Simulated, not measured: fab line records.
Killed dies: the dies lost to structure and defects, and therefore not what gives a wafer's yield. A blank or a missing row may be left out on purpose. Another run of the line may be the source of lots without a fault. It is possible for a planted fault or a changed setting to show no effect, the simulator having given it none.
2 desks, one fault ; flow sky130 ; only its own numbers are on each desk; what lay behind them is given at the end

THE METROLOGY DESK
What the gauges read, lot by lot, whatever tool the lot ran on: means of the sampled wafers that have a number. Marked OUT: a lot whose mean sits more than 4 standard deviations from the usual mean, which makes it out of limits; the brackets give that distance.
Columns: A = FIELD_ISO_OXIDATION_00_THK at SKY_FIELD_ISO_THK_MEAS_02, usual 12.17 nm; B = NWELL_OXIDATION_THK at SKY_NWELL_THK_MEAS_02, usual 10.08 nm
lot;first seen here;A;B
L224;day 1 11:54;12.26;10.09
L226;day 2 04:38;11.99;10.11
L230;day 2 21:43;12.48;12.10 (+13) OUT
L231;day 3 01:41;12.27;12.19 (+14) OUT
L234;day 3 14:36;12.12;10.20
L235;day 3 20:57;12.47;10.19
L236;day 4 00:59;12.05;10.16
L237;day 4 05:05;12.09;9.96
L241;day 5 01:18;11.82;10.33
L242;day 5 05:38;11.58;10.13
L243;day 5 11:05;12.11;10.18
This desk finds L230, L231 out of limits, with the earliest case on L231 at day 4 03:34 (NWELL_OXIDATION_THK at SKY_NWELL_THK_MEAS_02). In limits: L224, L226, L234, L235, L236, L237, L241, L242, L243.

AT THE TOOL OWNER'S DESK: furnace-01
The tool's own readings at SKY_NWELL_OXIDATION_01 (stabilise 600 s, purge 300 s, target thk 10 nm): means of the sampled wafers that have a number, for each lot that ran on this tool. Marked OUT: a lot whose mean sits more than 4 standard deviations from the usual mean, which makes it out of limits; the brackets give that distance. Of its 8 readings 7 are shown: the one that was out of limits first, and those that lie furthest out on some lot.
Columns: A = spikeTcBottomC at SKY_NWELL_OXIDATION_01, usual 916.5 C; B = spikeTcCentreC at SKY_NWELL_OXIDATION_01, usual 901.1 C; C = spikeTcLowerC at SKY_NWELL_OXIDATION_01, usual 900.1 C; D = spikeTcTopC at SKY_NWELL_OXIDATION_01, usual 911.1 C; E = spikeTcUpperC at SKY_NWELL_OXIDATION_01, usual 898.3 C; F = tubeCenterTempC at SKY_NWELL_OXIDATION_01, usual 900 C; G = tube_center_temp_C_max at SKY_NWELL_OXIDATION_01, usual 902.3
lot;first seen here;A;B;C;D;E;F;G
L226;day 3 06:13;913.7;900.3;901.1;913.5;896.9;900;902.2
L230;day 4 02:09;933.2 (+8.0) OUT;918.8 (+18) OUT;918.0 (+16) OUT;931.2 (+7.2) OUT;915.5 (+16) OUT;918 (+99 or more) OUT;920.8 (+46) OUT
L231;day 4 02:09;933.6 (+8.1) OUT;918.6 (+17) OUT;917.3 (+16) OUT;931.2 (+7.2) OUT;915.9 (+16) OUT;918 (+99 or more) OUT;920.0 (+44) OUT
This desk finds L230, L231 out of limits, L230 being first, at day 4 02:09 (spikeTcBottomC at SKY_NWELL_OXIDATION_01). In limits: L226.

BROUGHT TOGETHER
At day 4 02:09, on L230, L231, the tool owner's desk was in a position to raise an alarm.
At day 4 03:34 the metrology desk could have sounded an alarm, on L230, L231.
All the named lots went through SKY_NWELL_OXIDATION_01 on furnace-01.

WHAT THE SIMULATOR HAD PUT IN
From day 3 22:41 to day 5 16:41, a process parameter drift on furnace-01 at SKY_NWELL_OXIDATION_01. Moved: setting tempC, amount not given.
Struck lots among those shown: L230, L231.
Fault start to first reading out of limits, in hours, per desk: tool owner, 3; metrology, 5.
